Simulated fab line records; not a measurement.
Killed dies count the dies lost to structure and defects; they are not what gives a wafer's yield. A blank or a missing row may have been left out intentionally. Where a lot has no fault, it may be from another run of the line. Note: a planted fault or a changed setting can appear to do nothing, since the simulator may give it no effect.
Problem report in the 8D (eight disciplines) form, filled by code || flow gf180mcu || the parts of the form that need people (team, actions taken, sign-off) are left out

== 1. THE ISSUE ==
Mean of o2-flow-sccm at GF_SAB_STRIP_13: 3598 sccm across 3 wafers in 2 lots; on wafers with no fault it is 2999 sccm (standard deviation 9). That puts it +67 standard deviations away from the usual mean.
The step: strips in O2/N2.
First observed at day 16 23:53: wafer L299.1, on plasma-asher-02. Wafers with a number at this step in the record: 41, from 14 lots. Rule for "out" (also "out of limits"): further than 4 standard deviations from the usual mean. The rest of the wafers with a number are treated as sound.

== 2. WHAT THIS IS AND IS NOT ==
{"question": "which readings at this step", "is": "o2-flow-sccm", "is not": "drypump-motor-current-A, heater-power-w, n2-flow-sccm, oes-product-au"}
{"question": "which lots", "is": "L299, L303", "is not": "L295, L297, L298, L301, L307, L309, L310, L311, L313, L314, L315, L316"}
{"question": "which wafers of those lots", "is": "L299.1, L299.3, L303.4", "is not": "L299.6, L303.5"}
{"question": "read on which tools", "is": "plasma-asher-02", "is not": "plasma-asher-01, plasma-asher-03"}
{"question": "when", "is": "from day 16 23:53", "is not": "up to then (10 sound wafers); but 28 sound wafers of L301, L303, L307, L309, L310, L311, L313, L314, L315, L316 came after"}

== 3. WHAT RULES OUT EACH SUSPECT ==
Counting: if a tool at a process step up to the reading ran every lot that is out, it stays a suspect. Sound lots after the first of them don't rule it out here, since some wafers of a struck lot are sound.
- plasma-asher-02 at GF_SAB_STRIP_13 (strips in O2/N2): kept. It processed each lot that is out (first: L299, day 16 23:53); up to then, its last sound lot is L298 (day 16 15:22). Its own o2-flow-sccm readings are out on those wafers.
- Within plasma-asher-02 at GF_SAB_STRIP_13, the wafers that are out were processed in chamber 1 and their sound lot-mates in chamber 0.
Left after counting: plasma-asher-02 at GF_SAB_STRIP_13.

== 4. THE CAUSE (what the simulator had put in) ==
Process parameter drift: plasma-asher-02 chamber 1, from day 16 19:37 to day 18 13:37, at GF_SAB_STRIP_13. The setting o2-flow-sccm was moved by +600, starting from 3000. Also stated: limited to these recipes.
After counting, this tool was the only one left.

== 5. SEQUENCE OF EFFECTS, ordered by route ==
Each row: a reading where the mean over the struck wafers with a number is more than 3 standard deviations away from the usual. Only readings whose record carries a usual standard deviation are examined. hours: median over the lots of the time between each lot's start at the first step of this table that gives one and its start at this step. sigmas: the change, counted in usual standard deviations.
{"hours": 0, "step": "GF_SAB_STRIP_13", "reading": "o2-flow-sccm", "usual": "2999 sccm", "on struck wafers": 3598, "change": "+599", "sigmas": "+67"}
{"hours": 0, "step": "GF_SAB_STRIP_13", "reading": "strip-time-to-endpoint-s", "usual": "12.60 s", "on struck wafers": 12.45, "change": -0.15, "sigmas": -3.7}
Here are the process steps it includes:
- GF_SAB_STRIP_13: strips in O2/N2.

== 6. HOW IT WOULD HAVE BEEN CAUGHT EARLIER ==
In this record the first reading out of limits was taken at day 16 23:53, 4 hours after the fault began at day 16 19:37.
